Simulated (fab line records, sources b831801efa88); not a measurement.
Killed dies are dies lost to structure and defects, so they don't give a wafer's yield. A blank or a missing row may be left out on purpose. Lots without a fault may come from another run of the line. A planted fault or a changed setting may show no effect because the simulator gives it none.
Which tool did it? | flow sky130 | 6 lots, 18 wafers sampled, at 2 steps of a route of 708

WHAT THE GAUGES READ, wafer by wafer
SKY_FIELD_ISO_THK_MEAS_25.
lot  | measured    | on            | FIELD_ISO_CVD_24_THK (nm)
L562 | day 2 18:39 | film_metro-03 | 593 589 592
L566 | day 3 12:56 | film_metro-04 | 587 584 591
L571 | day 4 17:21 | film_metro-04 | 596 597 593
L574 | day 5 07:12 | film_metro-03 | 584 582 584
L579 | day 6 10:48 | film_metro-01 | 594 592 589
L583 | day 7 07:59 | film_metro-01 | 588 589 592

WHICH TOOL RAN EACH LOT (tool, then ch and the chambers of the sampled wafers, then the start)
lot  | SKY_FIELD_ISO_ETCH_14
L562 | rie_diel-01 ch 0,3, day 2 15:49
L566 | rie_diel-04 ch 0,1, day 3 11:05
L571 | rie_diel-04 ch 1,2,3, day 4 14:14
L574 | rie_diel-01 ch 0,2,3, day 5 04:32
L579 | rie_diel-01 ch 0,1,2, day 6 08:38
L583 | rie_diel-01 ch 0,1, day 7 04:46
- SKY_FIELD_ISO_ETCH_14: etches BARC in N2/H2, stops on SiO2, time 45.9 s, target depth 60 nm.

THE ANSWER, worked out from the rows above alone
Rule: what is usual is taken from the lots themselves. Put in order of their means at a reading, lots are off if they are a third of the lots or fewer, leave a main group of 4 or more, and stand apart from it by a gap of 3 or more times the standard deviation of the main group's means; of several such gaps the widest counts. A main group whose means are all the same, to the digits that the tables above print for the reading, isn't used. A lot without any number at a reading at which 4 lots or more have one is off too. The other lots that the step has rows for count as sound.
No lot is off at any reading shown: from this, nothing can be told.

WHAT THE SIMULATOR HAD PUT IN
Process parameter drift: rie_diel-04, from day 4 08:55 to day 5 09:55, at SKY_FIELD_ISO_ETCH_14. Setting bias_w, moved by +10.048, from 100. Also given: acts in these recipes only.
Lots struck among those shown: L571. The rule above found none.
